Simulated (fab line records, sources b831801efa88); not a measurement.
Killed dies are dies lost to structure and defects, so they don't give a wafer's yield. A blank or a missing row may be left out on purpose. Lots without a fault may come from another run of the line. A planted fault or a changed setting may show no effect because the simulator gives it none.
Chamber matching | flow sky130 | SKY_LI_CONTACT_CMP_24 on cmp-02: 4 sister chambers
The step polishes, stops on PSG, t overpolish 20 s, target thk 0 nm. 4 wafers are shown with their chamber, then 6 later ones without.

WAFERS WITH THEIR CHAMBER
wafer  | chamber | motor_current_A (A)
L503.6 | 0       | 10.8
L505.3 | 2       | 12.1
L508.2 | 3       | 9.8
L508.3 | 1       | 10.5

WAFERS WITHOUT THEIR CHAMBER
wafer  | motor_current_A (A)
L508.5 | 11.3
L509.2 | 9.5
L509.4 | 11.2
L509.5 | 12.8
L518.1 | 9.7
L518.2 | 10.5

WHICH CHAMBER EACH WENT THROUGH
wafer  | from the rows above          | in truth
L508.5 | can't be placed: 0 or 2 or 1 | 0
L509.2 | can't be placed: 3 or 1      | 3
L509.4 | can't be placed: 0 or 1 or 2 | 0
L509.5 | 2                            | 2
L518.1 | can't be placed: 3 or 1      | 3
L518.2 | can't be placed: 1 or 0 or 3 | 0
Placed correctly: 1 of 6. Can't be placed from these rows: 5 (the true chamber is among the candidates in 5). Placed wrongly: 0.
How it was worked out, from the rows above alone: a wafer's distance from a chamber is the root of the sum, over the readings, of the square of ((its reading less the chamber's mean) divided by the reading's scatter). The wafer belongs to the nearest chamber; if the next one is less than 2 further off, it can't be placed. A chamber's mean is the mean of its shown wafers. The scatter: with one shown wafer a chamber, the root of the mean of the squares of how far each hidden wafer lies from its nearest shown one.
